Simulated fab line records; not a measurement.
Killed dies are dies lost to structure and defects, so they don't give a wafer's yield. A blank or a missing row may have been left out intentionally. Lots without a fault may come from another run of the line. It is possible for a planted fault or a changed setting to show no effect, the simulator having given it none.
2 desks looking at one fault ; flow sky130 ; numbers are kept per desk, each desk with only its own; the story behind them comes last

## THE METROLOGY DESK
Lot by lot, what the gauges showed, no matter which tool ran the lot: averages of those sampled wafers that carry a number. The brackets show how far a lot's mean lies from the usual mean; more than 4 standard deviations puts the lot out of limits, marked OUT.
Columns: A = VIA1_W_RS at SKY_VIA1_RS_MEAS_22, usual 0.427 ohm/sq; B = METAL2_ALCU_RS at SKY_METAL2_RS_MEAS_05, usual 0.1263 ohm/sq
lot;first seen here;A;B
L742;day 34 04:02;0.432;0.1249
L743;day 34 05:55;0.427;0.1267
L744;day 34 15:43;0.426;0.1250
L745;day 35 22:53;0.425;0.1254
L746;day 36 05:16;0.427;0.1294
L748;day 36 08:23;0.426;0.1266
L752;day 37 05:57;0.426;0.1275
L751;day 37 10:08;0.424;0.1247
L753;day 37 13:12;0.432;0.1265
L754;day 37 22:14;0.424;0.1277
L757;day 39 10:08;0.420;0.1258
L761;day 40 15:26;0.433;0.1263
L762;day 41 00:13;0.429;0.1288
L764;day 41 01:10;0.423;0.1258
L763;day 41 05:48;0.431;0.1275
This desk's finding: nothing out of limits on any of the 15 lots.

## AT THE TOOL OWNER'S DESK: rie diel-01
The tool's own readings at SKY_VIA2_ETCH_14 (etches BARC in N2/H2, stops on SiO2, time 45.9 s, target depth 60 nm): means of the sampled wafers that have a number, for each lot that ran on this tool. The brackets show how far a lot's mean lies from the usual mean; more than 4 standard deviations puts the lot out of limits, marked OUT.
Columns: A = drypump motor current A at SKY_VIA2_ETCH_14, usual 5.6 A; B = oes product au at SKY_VIA2_ETCH_14, usual 0.855 a.u.; C = run length s at SKY_VIA2_ETCH_14, usual 74.3 s; D = throttle valve pct at SKY_VIA2_ETCH_14, usual 13.225 %
lot;first seen here;A;B;C;D
L742;day 36 10:05;5.4;0.853;74.4;13.226
L748;day 38 15:47;6.1;0.853;74.2;13.230
L752;day 39 09:25;5.3;0.992 (+27) OUT;67.3 (-17) OUT;13.247
L751;day 39 14:50;5.6;0.985 (+26) OUT;67.1 (-18) OUT;13.239
L754;day 40 02:02;5.3;0.993 (+28) OUT;67.4 (-17) OUT;13.240
Finding of this desk: L751, L752, L754 out of limits; the first was L752 at day 39 09:25, on oes product au at SKY_VIA2_ETCH_14. Within limits: L742, L748.

## ALL TOGETHER
An alarm could have come from the tool owner's desk at day 39 09:25, on L751, L752, L754.
Metrology desk: nothing out of limits seen.
The metrology desk holds a record of L751, L752, L754, inside its limits.
All the named lots went through SKY_VIA2_ETCH_14 on rie diel-01.

## WHAT HAD BEEN PUT IN BY THE SIMULATOR
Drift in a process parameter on rie diel-01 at SKY_VIA2_ETCH_14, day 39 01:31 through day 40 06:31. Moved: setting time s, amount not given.
Shown lots that were struck: L751, L752, L754.
How many hours passed from the start of the fault until each desk's first out-of-limits reading: the tool owner's desk, 8.
